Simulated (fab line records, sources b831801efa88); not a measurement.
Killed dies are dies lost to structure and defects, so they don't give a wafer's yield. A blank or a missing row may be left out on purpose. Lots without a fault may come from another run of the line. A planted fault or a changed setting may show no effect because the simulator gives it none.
fab line records | flow sky130
record lots=6 wafers=18 last_day=49
route steps=708 shown FIELD_ISO@18 NWELL@32 DNWELL@35 PWDE@45 PAD_OPEN@708
lots that met no fault: from a run of the same line without faults
start_h: hours from the record's first day to the start of the lot's first wafer shown | wait_h: hours since the lot's step before | " the same as in the row above | L1.1+2: a row that stands for several wafers | - no value, or no start given | * or withheld: withheld | < > ~ a bound
route shown NAME@n: a module of which the file shows steps, and the number in the route of the first | usual: mean/standard deviation of fault-free wafers | same: alike in all rows | chamber/n: place in a boat | sites: the reading at each site | _std_site: their standard deviation | _edge_site: outer sites' mean less inner sites' | radius_mm: how far each site lies from the wafer's centre | mask NAME#n: copy n | behind: the tool/chamber that last shaped the wafer | hold: why the lot was held/for how many hours/how that ended | device: the transistor (n, p or np) that didn't switch | end of line: the same wafers' tests at the end of the route | a step without rows: its recipe alone | killed: dies lost to structure and defects at the first sort, not the wafer's yield | map: a wafer's dies, x killed, . not, _ none there
set.NAME: the setting as run; set.NAME@STEP: as run at that earlier step | model.NAME: the simulator's own value behind a step, which no gauge read
lots at some steps of the route; a table a step, a row a wafer
services: from which hour (start_h, from the record's first day; less than 0 if before it) a tool's chamber was out of use, for how many hours, and why
## steps
# step SKY_FIELD_ISO_ETCH_17
# recipe target_depth_a=3420 mask_material=Si3N4 chemistry=HBr/Cl2/O2 target=Si taper_deg=5 icp_w=600 bias_w=150 pressure_mtorr=15 HBr_flow_sccm=150 Cl2_flow_sccm=40 O2_flow_sccm=6 time_s=97.7
# usual drypump_motor_current_A=5.64/0.29 oes_product_au=0.998/0.009 rf_fwd_power_W=596.2/2 throttle_valve_pct=25.658/0.0097
# columns lot.wafer tool chamber start_h wait_h drypump_motor_current_A oes_product_au rf_fwd_power_W rf_hours_counter_h throttle_valve_pct
L804.2 rie_si-02 1 30.14 0.1 5.18 1.010 596.7 95 25.657
L804.5 " 1 " " 5.17 1.020 599.0 - 25.636
L804.6 " 2 " " 5.47 1.002 596.1 - 25.665
L806.1 rie_si-02 2 39.11 0.1 5.46 1.008 594.9 63 25.649
L806.2 " 3 " " 5.77 0.997 598.2 121 25.655
L806.4 " 0 " " 5.29 0.990 594.4 102 25.655
L812.1 rie_si-01 2 70.96 0.1 6.08 1.002 595.9 128 25.659
L812.2 " 1 " " 5.76 0.992 598.2 140 25.664
L812.3 " 3 " " 5.76 0.984 593.9 3 25.674
L816.1 rie_si-02 2 92.11 0.1 5.49 1.007 593.3 64 25.644
L816.2 " 0 " " 5.33 1.001 592.9 103 25.651
L816.5 " 3 " " 5.89 1.004 596.3 - 25.659
L819.1 rie_si-01 1 107.76 0.1 5.75 0.988 595.7 140 25.662
L819.4 " 2 " " 6.13 0.998 594.8 128 25.678
L819.6 " 1 " " 5.77 1.005 597.7 - 25.660
L820.1 rie_si-01 0 114.46 0.1 5.66 0.988 592.6 128 25.665
L820.2 " 2 " " 6.06 0.999 594.3 128 25.659
L820.4 " 1 " " 5.75 0.995 597.9 140 25.655
# step SKY_FIELD_ISO_WET_ETCH_18
# recipe chemistry=H3PO4 target_depth_nm=25 temp_c=160 target=Si3N4 time_s=286
# step SKY_FIELD_ISO_CLEAN_19
# recipe chemistry=SC1/SC2 mix=1:4:20 temp_c=70 time_s=150
# step SKY_FIELD_ISO_CLEAN_20
# recipe chemistry=dHF time_s=20 dilution=100:1
# step SKY_FIELD_ISO_WET_ETCH_21
# recipe chemistry=dHF dilution=100:1 target_depth_nm=20 dry=ipa_marangoni target=SiO2 temp_c=25 time_s=391.8
# step SKY_FIELD_ISO_OXIDATION_22
# recipe temp_c=950 ambient=O2 stabilise_s=600 purge_s=300 target_thk_a=100 ox_time_s=623
# step SKY_FIELD_ISO_THK_MEAS_23
# recipe reads=SiO2_of_FIELD_ISO_OXIDATION_22
# usual FIELD_ISO_OXIDATION_01_THK=10.00/0.24
# columns lot.wafer tool chamber start_h wait_h FIELD_ISO_OXIDATION_01_THK[nm]
L804.2 film_metro-01 - 34.29 0.0 10.06
L804.5 " - " " 9.97
L804.6 " - " " 9.98
L806.1 film_metro-02 - 40.63 0.0 9.84
L806.2 " - " " 10.01
L806.4 " - " " 9.91
L812.1 film_metro-03 - 74.50 0.0 10.52
L812.2 " - " " 10.47
L812.3 " - " " 10.63
L816.1 film_metro-03 - 93.63 0.0 10.05
L816.2 " - " " 10.07
L816.5 " - " " 9.92
L819.1 film_metro-01 - 109.28 0.0 10.28
L819.4 " - " " 10.07
L819.6 " - " " 10.11
L820.1 film_metro-03 - 117.01 0.0 9.36
L820.2 " - " " 9.60
L820.4 " - " " 9.67
# step SKY_FIELD_ISO_CVD_24
# recipe material=SiO2 target_thk_nm=595 temp_c=650 sigma_open_frac=0.3 time_s=99.2 sih4_flow_sccm=60 pressure_mtorr=6
# step SKY_FIELD_ISO_THK_MEAS_25
# recipe reads=SiO2_of_FIELD_ISO_CVD_24
# usual FIELD_ISO_CVD_24_THK=599/5.7
# columns lot.wafer tool chamber start_h wait_h FIELD_ISO_CVD_24_THK[nm]
L804.2 film_metro-02 - 34.43 0.0 599
L804.5 " - " " 598
L804.6 " - " " 599
L806.1 film_metro-03 - 40.76 0.0 601
L806.2 " - " " 604
L806.4 " - " " 608
L812.1 film_metro-01 - 74.63 0.0 598
L812.2 " - " " 607
L812.3 " - " " 599
L816.1 film_metro-02 - 93.76 0.0 600
L816.2 " - " " 605
L816.5 " - " " 598
L819.1 film_metro-02 - 109.41 0.0 595
L819.4 " - " " 590
L819.6 " - " " 593
L820.1 film_metro-02 - 117.14 0.0 589
L820.2 " - " " 591
L820.4 " - " " 589
# step SKY_FIELD_ISO_ANNEAL_26
# recipe temp_c=1000 time_s=1800 ambient=N2
# step SKY_FIELD_ISO_CMP_27
# recipe stop_on=Si3N4 t_overpolish_s=16 down_force_psi=4 platen_rpm=60 target_thk_nm=457.8 pad_velocity_m_s=0.94248
# usual edge_zone_pressure_frac=1.000/0.0053 motor_current_A=11.8/0.97 overpolish_run_s=16.000/0.0093 time_to_endpoint_s=111/3
# columns lot.wafer tool chamber start_h wait_h edge_zone_pressure_frac motor_current_A overpolish_run_s time_to_endpoint_s
L804.2 cmp-02 3 36.07 0.0 0.997 10.0 16.009 108
L804.5 " 3 " " 0.997 10.2 15.995 111
L804.6 " 0 " " 1.003 12.3 16.012 111
L806.2 cmp-02 2 42.32 0.0 0.997 12.9 16.017 115
L806.4 " 3 " " 1.001 10.2 16.013 115
L806.1 " 1 " " 1.009 12.3 15.991 115
L812.2 cmp-02 2 77.30 0.1 0.998 12.4 15.991 111
L812.1 " 3 " " 1.013 9.7 15.985 113
L812.3 " 0 " " 1.001 12.9 16.005 113
L816.2 cmp-02 0 96.51 0.2 0.997 13.0 16.007 112
L816.1 " 1 " " 0.995 12.5 16.006 115
L816.5 " 3 " " 1.007 10.8 15.998 111
L819.4 cmp-01 1 110.97 0.0 0.996 11.2 15.995 106
L819.1 " 3 " " 1.004 12.2 15.998 109
L819.6 " 1 " " 0.996 12.0 16.008 107
L820.1 cmp-01 2 118.70 0.0 0.995 11.1 16.001 103
L820.4 " 3 " " 1.003 11.4 15.996 107
L820.2 " 0 " " 0.998 11.4 15.999 108
# step SKY_FIELD_ISO_WET_ETCH_28
# recipe chemistry=dHF target_depth_nm=23.7 target=SiO2 dilution=10:1 temp_c=25 time_s=47
# step SKY_FIELD_ISO_WET_ETCH_29
# recipe chemistry=H3PO4 target_depth_nm=160 target=Si3N4 temp_c=160 time_s=1825
# usual bath_heat_duty_pct=24.7/2.2
# columns lot.wafer tool chamber start_h wait_h bath_heat_duty_pct
L804.2 wet_bench-03 0 36.39 0.0 23.6
L804.5 " 0 " " 22.3
L804.6 " 0 " " 22.0
L806.1 wet_bench-03 0 42.64 0.0 24.1
L806.2 " 0 " " 22.2
L806.4 " 0 " " 23.5
L812.1 wet_bench-01 2 77.57 0.0 28.5
L812.2 " 2 " " 28.7
L812.3 " 2 " " 25.4
L816.1 wet_bench-04 1 96.79 0.0 23.2
L816.2 " 1 " " 23.6
L816.5 " 1 " " 23.2
L819.1 wet_bench-01 3 111.30 0.0 24.0
L819.4 " 3 " " 23.9
L819.6 " 3 " " 25.7
L820.1 wet_bench-01 3 119.02 0.0 26.0
L820.2 " 3 " " 26.6
L820.4 " 3 " " 27.4
# step SKY_FIELD_ISO_WET_ETCH_30
# recipe chemistry=dHF target_depth_nm=25 target=SiO2 dilution=10:1 temp_c=25 time_s=50
# step SKY_NWELL_CLEAN_00
# recipe chemistry=SC1/SC2 mix=1:4:20 temp_c=70 time_s=150 dry=n2_spin
# step SKY_NWELL_OXIDATION_01
# recipe temp_c=900 ambient=O2 stabilise_s=600 purge_s=300 target_thk_a=100 ox_time_s=1418
# step SKY_NWELL_THK_MEAS_02
# recipe reads=SiO2_of_NWELL_OXIDATION_01
# usual NWELL_OXIDATION_THK=9.97/0.2
# columns lot.wafer tool chamber start_h wait_h NWELL_OXIDATION_THK[nm]
L804.2 film_metro-01 - 38.97 0.0 9.74
L804.5 " - " " 9.56
L804.6 " - " " 9.65
L806.1 film_metro-04 - 45.06 0.0 9.84
L806.2 " - " " 9.87
L806.4 " - " " 9.76
L812.1 film_metro-02 - 80.05 0.0 10.45
L812.2 " - " " 10.37
L812.3 " - " " 10.24
L816.1 film_metro-04 - 98.77 0.0 10.04
L816.2 " - " " 10.05
L816.5 " - " " 10.07
L819.1 film_metro-04 - 115.27 0.0 10.16
L819.4 " - " " 10.15
L819.6 " - " " 10.16
L820.1 film_metro-01 - 121.05 0.0 10.16
L820.2 " - " " 10.15
L820.4 " - " " 10.12
# step SKY_DNWELL_DEHYDRATE_00
# recipe temp_c=200 time_s=60
# step SKY_DNWELL_HMDS_01
# recipe prime_time_s=60 prime_temp_c=120
# step SKY_DNWELL_COAT_02
# recipe spin_rpm=2000 resist_thk_nm=2942
# step SKY_DNWELL_SOFTBAKE_03
# recipe temp_c=110 time_s=withheld
# step SKY_DNWELL_EXPOSE_04
# recipe mask_id=DNM na=0.57 target_cd_nm=3000 dose_mj=222
# step SKY_DNWELL_PEB_05
# recipe temp_c=115 time_s=withheld
# step SKY_DNWELL_DEVELOP_06
# recipe wall_angle_deg=90 developer=TMAH develop_time_s=60 dev_temp_c=23
# step SKY_DNWELL_IMPLANT_07
# recipe species=P energy_kev=withheld dose_cm2=withheld tilt_deg=withheld
# step SKY_DNWELL_STRIP_08
# recipe chemistry=O2/N2 power_w=1400 pressure_mtorr=1500 platen_temp_c=withheld o2_flow_sccm=3000 n2_flow_sccm=300 overash_fraction=0.5
# usual drypump_motor_current_A=5.8/0.41 oes_product_au=0.722/0.0051 strip_time_to_endpoint_s=36.26/0.095
# columns lot.wafer tool chamber start_h wait_h drypump_motor_current_A oes_product_au rf_hours_counter_h strip_time_to_endpoint_s
L804.2 plasma_asher-02 0 53.78 0.1 5.2 0.723 39 36.45
L804.5 " 1 " " 6.1 0.719 - 36.36
L804.6 " 0 " " 5.3 0.714 - 36.33
L806.1 plasma_asher-04 1 60.92 0.1 5.5 0.724 39 36.23
L806.2 " 0 " " 5.8 0.719 39 36.17
L806.4 " 1 " " 5.5 0.724 - 36.10
L812.1 plasma_asher-02 0 96.57 0.1 5.2 0.728 44 36.36
L812.2 " 1 " " 6.2 0.724 44 36.11
L812.3 " 1 " " 6.1 0.728 - 36.29
L816.1 plasma_asher-02 1 116.97 0.1 6.1 0.728 46 36.22
L816.2 " 0 " " 5.2 0.726 46 36.19
L816.5 " 0 " " 5.2 0.708 - 36.12
L819.1 plasma_asher-01 0 133.32 0.1 6.5 0.722 44 36.35
L819.4 " 1 " " 6.0 0.721 - 36.25
L819.6 " 1 " " 6.0 0.713 - 36.28
L820.1 plasma_asher-01 0 140.36 0.1 6.5 0.723 45 36.35
L820.2 " 1 " " 6.0 0.723 45 36.38
L820.4 " 1 " " 6.0 0.731 - 36.32
# step SKY_DNWELL_TW_MEAS_09
# usual DNWELL_TW=1127/13
# columns lot.wafer tool chamber start_h wait_h DNWELL_TW
L804.2 film_metro-04 - 53.89 0.1 1141
L804.5 " - " " 1147
L804.6 " - " " 1138
L806.1 film_metro-04 - 61.02 0.1 1144
L806.2 " - " " 1137
L806.4 " - " " 1141
L812.1 film_metro-04 - 96.67 0.1 1143
L812.2 " - " " 1138
L812.3 " - " " 1146
L816.1 film_metro-04 - 117.07 0.1 1145
L816.2 " - " " 1139
L816.5 " - " " 1146
L819.1 film_metro-01 - 133.42 0.1 1116
L819.4 " - " " 1111
L819.6 " - " " 1119
L820.1 film_metro-04 - 140.46 0.1 1152
L820.2 " - " " 1149
L820.4 " - " " 1150
# step SKY_PWDE_DEHYDRATE_00
# recipe temp_c=200 time_s=60
# step SKY_PWDE_HMDS_01
# recipe prime_time_s=60 prime_temp_c=120
# step SKY_PWDE_COAT_02
# recipe spin_rpm=2000 resist_thk_nm=3000
# step SKY_PWDE_SOFTBAKE_03
# recipe temp_c=110 time_s=withheld
# step SKY_PWDE_EXPOSE_04
# recipe mask_id=PWDEM na=0.6 source_shape=conventional sigma_outer=0.6 polarization=unpolarized target_cd_nm=840 dose_mj=214
# step SKY_PWDE_PEB_05
# recipe temp_c=115 time_s=withheld
# step SKY_PWDE_DEVELOP_06
# recipe wall_angle_deg=90 developer=TMAH develop_time_s=60 dev_temp_c=23
# step SKY_PWDE_OVL_MEAS_07
# usual PWDE_OVL=0.2/1.5
# columns lot.wafer tool chamber start_h wait_h PWDE_OVL[nm]
L804.2 overlay-02 - 69.72 - -3.3
L804.5 " - " " -1.4
L804.6 " - " " -1.3
L806.1 overlay-01 - 77.14 - 0.9
L806.2 " - " " 0.6
L806.4 " - " " 0.1
L812.1 overlay-01 - 113.79 - -0.6
L812.2 " - " " 1.1
L812.3 " - " " 0.2
L816.1 overlay-02 - 135.63 - -0.5
L816.2 " - " " -0.6
L816.5 " - " " -1.0
L819.1 overlay-01 - 152.34 - 0.6
L819.4 " - " " 0.2
L819.6 " - " " 0.8
L820.1 overlay-01 - 159.93 - 0.8
L820.2 " - " " 2.5
L820.4 " - " " 1.5
# step SKY_PWDE_IMPLANT_08
# recipe species=B energy_kev=150 dose_cm2=3.6e+12 tilt_deg=withheld
# step SKY_PWDE_STRIP_09
# recipe chemistry=O2/N2 power_w=1400 pressure_mtorr=1500 platen_temp_c=withheld o2_flow_sccm=3000 n2_flow_sccm=300 overash_fraction=0.5
# usual drypump_motor_current_A=5.9/0.31 oes_product_au=0.723/0.0044 strip_time_to_endpoint_s=36.91/0.11
# columns lot.wafer tool chamber start_h wait_h drypump_motor_current_A oes_product_au rf_hours_counter_h strip_time_to_endpoint_s
L804.2 plasma_asher-04 0 69.90 0.1 5.8 0.723 40 36.92
L804.5 " 0 " " 5.8 0.723 - 36.88
L804.6 " 1 " " 5.6 0.721 - 36.88
L806.1 plasma_asher-01 1 77.33 0.1 6.0 0.726 37 36.82
L806.2 " 0 " " 6.5 0.724 37 36.70
L806.4 " 0 " " 6.5 0.721 - 36.72
L812.1 plasma_asher-01 0 114.02 0.2 6.5 0.724 42 36.87
L812.2 " 1 " " 6.0 0.725 42 37.06
L812.3 " 0 " " 6.5 0.722 - 36.86
L816.1 plasma_asher-03 1 135.81 0.1 5.6 0.729 28 37.13
L816.2 " 0 " " 5.7 0.728 28 36.97
L816.5 " 1 " " 5.6 0.725 - 37.13
L819.1 plasma_asher-04 0 152.53 0.1 5.9 0.732 4 36.74
L819.4 " 0 " " 5.8 0.726 - 36.87
L819.6 " 1 " " 5.5 0.725 - 36.77
L820.1 plasma_asher-03 0 160.11 0.1 5.7 0.723 30 36.93
L820.2 " 1 " " 5.7 0.722 30 36.85
L820.4 " 0 " " 5.7 0.713 - 36.92
# step SKY_PWDE_TW_MEAS_10
# usual PWDE_TW=379/3.9
# columns lot.wafer tool chamber start_h wait_h PWDE_TW
L804.2 film_metro-04 - 70.01 0.1 384
L804.5 " - " " 382
L804.6 " - " " 381
L806.1 film_metro-02 - 77.43 0.1 376
L806.2 " - " " 376
L806.4 " - " " 376
L812.1 film_metro-04 - 114.12 0.1 385
L812.2 " - " " 385
L812.3 " - " " 384
L816.1 film_metro-01 - 135.91 0.1 377
L816.2 " - " " 377
L816.5 " - " " 378
L819.1 film_metro-01 - 152.63 0.1 376
L819.4 " - " " 375
L819.6 " - " " 374
L820.1 film_metro-04 - 160.21 0.1 383
L820.2 " - " " 385
L820.4 " - " " 384
# step SKY_NWELL_DEHYDRATE_03
# recipe temp_c=200 time_s=60
# step SKY_NWELL_HMDS_04
# recipe prime_time_s=60 prime_temp_c=120
# step SKY_NWELL_COAT_05
# recipe spin_rpm=2000 resist_thk_nm=3000
# step SKY_NWELL_SOFTBAKE_06
# recipe temp_c=110 time_s=withheld
# step SKY_PAD_OPEN_PROBE_99
# usual killed_at_M0_to_M3=44/7.5 killed_at_M4_up=3.1/1.7 killed_at_contacts=24/6.2 killed_at_front_end=15/4.2 killed_at_other=0.4/0.58 killed_dies=85/10 killed_on_rim=17/4 killed_open=47/7.7 killed_short=38/6.4
# same gross_dies=492 killed_at_back_side=0
# columns lot.wafer tool chamber start_h wait_h killed_at_M0_to_M3 killed_at_M4_up killed_at_contacts killed_at_front_end killed_at_other killed_dies killed_on_rim killed_open killed_short
L804.2 prober-01 - 1073.04 0.1 46 2 20 21 0 89 20 55 33
L804.5 prober-01 - 1073.19 0.2 51 1 26 17 0 95 24 51 40
L804.6 prober-01 - 1073.24 0.2 47 3 12 14 0 76 11 47 25
L806.1 prober-01 - 1094.04 0.1 33 2 16 15 0 66 15 33 33
L806.2 prober-01 - 1094.09 0.1 42 4 22 14 0 82 15 38 44
L806.4 prober-01 - 1094.19 0.2 56 2 27 15 0 100 13 47 53
L812.1 prober-02 - 1123.13 0.1 45 5 34 16 0 100 20 47 52
L812.2 prober-02 - 1123.18 0.1 46 1 19 11 1 78 17 35 43
L812.3 prober-02 - 1123.23 0.2 31 2 23 21 1 78 13 37 41
L816.1 prober-01 - 1142.52 0.1 33 6 23 6 0 68 17 37 31
L816.2 prober-01 - 1142.57 0.1 34 3 25 12 0 74 12 42 31
L816.5 prober-01 - 1142.72 0.2 37 8 15 15 0 75 14 45 29
L819.1 prober-02 - 1166.18 0.1 48 5 18 52 0 123 34 44 41
L819.4 prober-02 - 1166.33 0.2 48 5 22 52 0 127 29 51 42
L819.6 prober-02 - 1166.43 0.2 55 4 40 51 0 150 31 72 42
L820.1 prober-01 - 1167.59 0.1 41 4 18 44 0 107 20 40 30
L820.2 prober-01 - 1167.64 0.1 58 0 17 45 0 120 29 38 45
L820.4 prober-01 - 1167.74 0.2 32 4 27 55 0 118 27 42 35
# killed by level:class
L804.2 VIA1:geometric_particle:open=15 FIELD_ISO:geometric_particle:open=7 VIA3:geometric_particle:open=7 METAL1:geometric_particle:short=6 LI_CONTACT:geometric_particle:open=6 POLY_GATE:geometric_particle:open=5 CONTACT:geometric_particle:open=5 VIA3:geometric_particle:short=5
L804.5 CONTACT:geometric_particle:open=13 VIA3:geometric_particle:open=8 VIA1:geometric_particle:open=7 VIA2:geometric_particle:open=7 FIELD_ISO:geometric_particle:short=6 METAL1:geometric_particle:short=6 METAL2:geometric_particle:short=6 FIELD_ISO:geometric_particle:open=5
L804.6 VIA1:geometric_particle:open=16 VIA2:geometric_particle:open=8 VIA3:geometric_particle:short=6 FIELD_ISO:geometric_particle:open=4 LI_CONTACT:geometric_particle:open=4 VIA3:geometric_particle:open=4 CONTACT:geometric_particle:open=3 METAL1:geometric_particle:open=3
L806.1 VIA1:geometric_particle:open=13 VIA2:geometric_particle:open=5 FIELD_ISO:geometric_particle:short=4 LI_CONTACT:geometric_particle:short=4 METAL2:geometric_particle:short=4 SONOS_ONO:geometric_particle:short=3 LI_CONTACT:geometric_particle:open=3 LOCAL_INTERCONNECT:geometric_particle:short=3
L806.2 VIA1:geometric_particle:open=12 METAL2:geometric_particle:short=8 LI_CONTACT:geometric_particle:open=7 VIA1:geometric_particle:short=6 LOCAL_INTERCONNECT:geometric_particle:short=5 CONTACT:geometric_particle:open=5 VIA2:geometric_particle:open=5 POLY_GATE:geometric_particle:short=4
L806.4 VIA1:geometric_particle:short=16 CONTACT:geometric_particle:open=12 METAL2:geometric_particle:short=11 VIA1:geometric_particle:open=7 VIA2:geometric_particle:open=6 FIELD_ISO:geometric_particle:open=5 VIA3:geometric_particle:open=5 LI_CONTACT:geometric_particle:open=5
L812.1 METAL1:geometric_particle:short=10 LI_CONTACT:geometric_particle:open=9 CONTACT:geometric_particle:open=9 VIA1:geometric_particle:open=9 VIA3:geometric_particle:open=8 LI_CONTACT:geometric_particle:short=6 POLY_GATE:geometric_particle:short=5 CONTACT:geometric_particle:short=5
L812.2 METAL1:geometric_particle:short=13 CONTACT:geometric_particle:open=7 VIA1:geometric_particle:open=7 LOCAL_INTERCONNECT:geometric_particle:short=5 METAL2:geometric_particle:short=5 VIA2:geometric_particle:open=5 VIA3:geometric_particle:open=4 METAL3:geometric_particle:short=4
L812.3 LI_CONTACT:geometric_particle:open=7 CONTACT:geometric_particle:open=7 POLY_GATE:geometric_particle:short=6 VIA1:geometric_particle:open=6 FIELD_ISO:geometric_particle:short=5 FIELD_ISO:geometric_particle:open=5 VIA1:geometric_particle:short=5 METAL2:geometric_particle:short=5
L816.1 VIA1:geometric_particle:open=13 CONTACT:geometric_particle:open=8 LI_CONTACT:geometric_particle:open=6 METAL1:geometric_particle:short=5 LOCAL_INTERCONNECT:geometric_particle:short=4 VIA2:geometric_particle:open=4 METAL4:geometric_particle:short=4 POLY_GATE:geometric_particle:short=3
L816.2 VIA1:geometric_particle:open=13 LI_CONTACT:geometric_particle:open=12 METAL1:geometric_particle:short=7 CONTACT:geometric_particle:open=6 METAL2:geometric_particle:short=4 CONTACT:geometric_particle:short=4 VIA1:geometric_particle:short=3 FIELD_ISO:geometric_particle:open=2
L816.5 VIA1:geometric_particle:open=7 CONTACT:geometric_particle:open=6 METAL1:geometric_particle:short=6 VIA2:geometric_particle:open=6 METAL4:geometric_particle:short=5 VIA3:geometric_particle:open=5 FIELD_ISO:geometric_particle:open=4 LI_CONTACT:geometric_particle:open=4
L819.1 FIELD_ISO:unspecified=38 VIA1:geometric_particle:open=10 VIA2:geometric_particle:open=9 VIA3:geometric_particle:open=8 METAL2:geometric_particle:short=7 FIELD_ISO:geometric_particle:short=5 CONTACT:geometric_particle:short=5 LOCAL_INTERCONNECT:geometric_particle:short=4
L819.4 FIELD_ISO:unspecified=34 VIA1:geometric_particle:open=14 LI_CONTACT:geometric_particle:open=10 METAL2:geometric_particle:short=9 CONTACT:geometric_particle:short=7 FIELD_ISO:geometric_particle:short=6 METAL1:geometric_particle:short=5 VIA3:geometric_particle:open=5
L819.6 FIELD_ISO:unspecified=36 CONTACT:geometric_particle:open=16 VIA1:geometric_particle:open=12 LI_CONTACT:geometric_particle:open=11 VIA2:geometric_particle:open=10 VIA3:geometric_particle:open=8 VIA3:geometric_particle:short=6 FIELD_ISO:geometric_particle:open=5
L820.1 FIELD_ISO:unspecified=37 VIA3:geometric_particle:open=9 CONTACT:geometric_particle:open=8 VIA1:geometric_particle:open=8 METAL2:geometric_particle:short=6 VIA2:geometric_particle:open=5 LI_CONTACT:geometric_particle:open=4 CONTACT:geometric_particle:short=4
L820.2 FIELD_ISO:unspecified=37 VIA1:geometric_particle:open=9 CONTACT:geometric_particle:open=8 VIA1:geometric_particle:short=8 METAL1:geometric_particle:short=7 VIA2:geometric_particle:open=7 CONTACT:geometric_particle:short=6 METAL3:geometric_particle:short=6
L820.4 FIELD_ISO:unspecified=41 CONTACT:geometric_particle:open=12 VIA1:geometric_particle:open=9 METAL2:geometric_particle:short=8 POLY_GATE:geometric_particle:open=5 LOCAL_INTERCONNECT:geometric_particle:short=5 VIA2:geometric_particle:open=4 FIELD_ISO:geometric_particle:short=3
# map L819.6 (x killed, . not)
__________...x.xxxxx_________
________x.x..x.xxxxxxx_______
______xx.xx...xxxxxxxxxx_____
_____x........x.xxxxxxxxx____
____...xx..xx....xxxx.xxx.___
___...x.x.xx......x..xx.x..__
__....x..x......x.xxxx.x...._
_......x........x..xx..xx..x.
_..x..xx..xx.x.xx..x..x...x.x
_.x.........x..x.x.......x...
_.......x...xx.xx....xx.....x
_.....x..xx.x.....x........x.
_.x.......x..xx..x....x..x...
_.........xx...........x...x.
_....xx.....x.........x.....x
__.........x...........x...._
___..x......x.....xx.x....x__
____........x........x.x..___
_____..x.xxx.............____
______..x......x..x...xx_____
________....xx..xxx..._______
__________x.x..x...._________
# map L820.2 (x killed, . not)
__________....x.x.xx_________
________x....x.xxxxxxx_______
______.......x.x.xxxxxxx_____
_____..xxx.x...xxxxxxxxxx____
____.x.......x.x.xxxxxxxx.___
___.xx....x.......xx..xx..x__
__....x..............xx.xx.._
_.....x..xx............x..x..
_.......xx.........x.xxx...x.
_x.........x....xx....x......
_...x...x.....x....x.x..x....
_.................x..x.......
_.....x..............x.......
_x.....x......x......xxx.xx..
_.........................xx.
__........x...............x._
___...............x.x......__
____x..x....x..x.x.......x___
_____.....x........x.....____
______....x..x.x.......x_____
________...x......x..x_______
__________x.xx.....x_________
## services
# columns tool chamber start_h hours kind
cmp-01 - 9.34 0.6 repair
plasma_asher-04 - 21.71 2.8 pm
plasma_asher-02 - 27.48 2.8 pm
cmp-01 - 42.45 0.9 repair
cmp-01 - 64.17 4.0 pm
rie_si-02 3 66.07 4.4 repair
plasma_asher-02 - 69.87 3.5 repair
plasma_asher-03 - 77.84 21.3 repair
plasma_asher-01 - 86.72 2.8 pm
rie_si-01 3 86.88 8.1 repair
cmp-02 - 104.83 5.3 pm
plasma_asher-04 - 108.75 9.0 pm
plasma_asher-04 0 108.75 9.0 vent_cycle
plasma_asher-04 1 108.75 9.0 vent_cycle
cmp-02 - 110.12 6.2 pm
plasma_asher-02 - 110.65 5.4 repair
plasma_asher-03 - 112.16 11.3 repair
plasma_asher-04 0 117.75 - clean
plasma_asher-04 1 117.75 - clean
wet_bench-04 - 126.11 3.3 repair
plasma_asher-03 - 128.24 2.5 repair
cmp-02 - 138.19 1.1 repair
plasma_asher-03 - 138.45 2.4 repair
cmp-01 - 154.94 8.6 repair
## key
first_sign step=SKY_PAD_OPEN_PROBE_99 reading=killed_at_front_end direction=up sigmas=8.4 usual=15 struck=50
effect step=SKY_PAD_OPEN_PROBE_99 reading=killed_dies direction=up sigmas=3.8 usual=85 struck=124
met_at SKY_FIELD_ISO_WET_ETCH_29
struck_wafers L819.1,L819.4,L819.6,L820.1,L820.2,L820.4
tester_left_out L819,L820
also_fits time
fault kind=chamber_particle_source tool=wet_bench-01 chamber=3 onset_h=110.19 steps=SKY_FIELD_ISO_WET_ETCH_29 rate_per_visit_cm2=1.1492 end_h=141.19
# tester_left_out: of these lots the tester's yield and bins aren't shown, on N5 and GAA mostly nor the transistor test; their killed dies are dies lost to structure and defects alone, not to doping, threshold or leakage, so they don't give the yield
